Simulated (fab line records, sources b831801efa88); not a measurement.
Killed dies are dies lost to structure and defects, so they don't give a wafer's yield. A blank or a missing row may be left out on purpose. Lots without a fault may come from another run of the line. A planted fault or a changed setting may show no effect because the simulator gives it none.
Which tool did it? | flow sky130 | 13 lots, 39 wafers sampled, at 4 steps of a route of 708

WHAT THE GAUGES READ, wafer by wafer
SKY_DNWELL_TW_MEAS_09.
lot  | measured    | on            | DNWELL_TW
L324 | day 3 11:37 | film_metro-03 | 1109 1104 1103
L325 | day 3 20:36 | film_metro-03 | 1102 1095 1106
L326 | day 3 20:46 | film_metro-04 | 1126 1123 1126
L327 | day 3 20:56 | film_metro-03 | 1098 1095 1099
L328 | day 4 12:35 | film_metro-03 | 1111 1103 1104
L331 | day 4 19:52 | film_metro-04 | 1142 1134 1138
L332 | day 5 00:36 | film_metro-03 | 1097 1106 1101
L334 | day 5 16:29 | film_metro-02 | 1105 1115 1107
L336 | day 6 01:59 | film_metro-03 | 1097 1091 1087
L340 | day 6 20:36 | film_metro-02 | 1109 1107 1104
L343 | day 7 14:02 | film_metro-04 | 1133 1134 1131
L344 | day 7 18:31 | film_metro-02 | 1114 1113 1114
L347 | day 8 08:08 | film_metro-04 | 1114 1116 1114

SKY_PWDE_TW_MEAS_10.
lot  | measured    | on            | PWDE_TW
L324 | day 4 02:49 | film_metro-04 | 375 377 379
L325 | day 4 13:13 | film_metro-04 | 381 379 378
L326 | day 4 13:22 | film_metro-03 | 371 370 370
L327 | day 4 13:34 | film_metro-02 | 372 371 373
L328 | day 5 06:42 | film_metro-04 | 379 378 378
L331 | day 5 13:32 | film_metro-03 | 370 369 370
L332 | day 5 18:18 | film_metro-03 | 367 370 371
L334 | day 6 11:58 | film_metro-02 | 371 370 370
L336 | day 6 21:53 | film_metro-02 | 373 371 371
L340 | day 7 16:27 | film_metro-04 | 375 378 376
L343 | day 8 09:51 | film_metro-02 | 374 374 374
L344 | day 8 15:17 | film_metro-04 | 375 375 375
L347 | day 9 05:44 | film_metro-03 | 370 372 372

SKY_VT_ADJUST_HVTR_TW_MEAS_11.
lot  | measured     | on            | VT_ADJUST_HVTR_TW
L324 | day 9 18:48  | film_metro-03 | 210.6 210.4 210.4
L325 | day 10 08:36 | film_metro-03 | 207.2 208.1 208.8
L326 | day 10 10:47 | film_metro-02 | 209.3 208.9 209.1
L327 | day 10 10:58 | film_metro-03 | 208.4 208.5 207.5
L328 | day 11 06:19 | film_metro-04 | 212.7 212.1 212.6
L331 | day 11 15:49 | film_metro-02 | 210.4 210.6 208.9
L332 | day 12 00:08 | film_metro-02 | 211.2 210.3 210.7
L334 | day 12 19:39 | film_metro-03 | 208.5 208.2 207.6
L336 | day 13 08:42 | film_metro-03 | 208.9 209.0 208.1
L340 | day 14 10:06 | film_metro-03 | 208.6 208.7 207.6
L343 | day 15 08:31 | film_metro-04 | 212.2 210.6 212.8
L344 | day 15 15:04 | film_metro-03 | 209.5 209.4 208.2
L347 | day 16 08:29 | film_metro-03 | 209.3 210.4 209.3

WHICH TOOL RAN EACH LOT (tool, then ch and the chambers of the sampled wafers, then the start)
lot  | SKY_VT_ADJUST_NCORE_SOFTBAKE_03
L324 | litho_track-01 ch 0, day 8 11:08
L325 | litho_track-01 ch 0, day 9 00:07
L326 | litho_track-03 ch 0, day 9 01:26
L327 | litho_track-01 ch 0, day 9 01:50
L328 | litho_track-04 ch 0, day 9 20:09
L331 | litho_track-01 ch 0, day 10 04:59
L332 | litho_track-03 ch 0, day 10 13:32
L334 | litho_track-03 ch 0, day 11 06:39
L336 | litho_track-04 ch 0, day 11 19:15
L340 | litho_track-03 ch 0, day 12 19:29
L343 | litho_track-04 ch 0, day 13 17:06
L344 | litho_track-04 ch 0, day 13 23:29
L347 | litho_track-01 ch 0, day 14 17:08
- SKY_VT_ADJUST_NCORE_SOFTBAKE_03: time 60 s.

WHAT THE TOOLS THEMSELVES READ (means of the sampled wafers that have a number; where no wafer has one, the mark that the record gives instead)
SKY_VT_ADJUST_NCORE_SOFTBAKE_03.
lot  | tool           | heater_power_total_W (W) | run_length_s (s)
L324 | litho_track-01 | 56.59                    | 88.99
L325 | litho_track-01 | 56.59                    | 89.03
L326 | litho_track-03 | 56.57                    | 89.08
L327 | litho_track-01 | 56.65                    | 89.08
L328 | litho_track-04 | 56.63                    | 89.06
L331 | litho_track-01 | 56.61                    | 89.04
L332 | litho_track-03 | 56.60                    | 89.07
L334 | litho_track-03 | 56.59                    | 89.08
L336 | litho_track-04 | 56.60                    | 89.09
L340 | litho_track-03 | 58.44                    | 84.37
L343 | litho_track-04 | 56.61                    | 89.13
L344 | litho_track-04 | 56.61                    | 89.11
L347 | litho_track-01 | 56.62                    | 89.12

THE ANSWER, worked out from the rows above alone
Rule: what is usual is taken from the lots themselves. Put in order of their means at a reading, lots are off if they are a third of the lots or fewer, leave a main group of 4 or more, and stand apart from it by a gap of 3 or more times the standard deviation of the main group's means; of several such gaps the widest counts. A main group whose means are all the same, to the digits that the tables above print for the reading, isn't used. A lot without any number at a reading at which 4 lots or more have one is off too. The other lots that the step has rows for count as sound. The gauges are gone through in route order, then the tools' own readings, and for those a lot's mean is taken as printed above. The first step at which some lot is off is used, and at that step the reading that is off furthest; a lot without a number counts as furthest.
Off: L340, at SKY_VT_ADJUST_NCORE_SOFTBAKE_03 (run_length_s). The main group: mean 89.07 s, standard deviation 0.038.
A tool fits if, at that step or a process step before it, it ran every lot that is off, and no sound lot after the first of them. One fits: litho_track-03 at SKY_VT_ADJUST_NCORE_SOFTBAKE_03. Its last sound lot is L334 (day 11 06:39), its first lot that is off L340 (day 12 19:29): a fault that began between those two fits.
The tool's own readings at SKY_VT_ADJUST_NCORE_SOFTBAKE_03 bear it out: on the lots that are off they differ by more than 5 times the standard deviation of the sound lots' means. heater_power_total_W reads 58.44 W there against 56.61 W on the sound lots; run_length_s reads 84.37 s there against 89.07 s on the sound lots.

WHAT THE SIMULATOR HAD PUT IN
Process parameter drift: litho_track-03, from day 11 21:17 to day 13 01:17, at SKY_VT_ADJUST_NCORE_SOFTBAKE_03. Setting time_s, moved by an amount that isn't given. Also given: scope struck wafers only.
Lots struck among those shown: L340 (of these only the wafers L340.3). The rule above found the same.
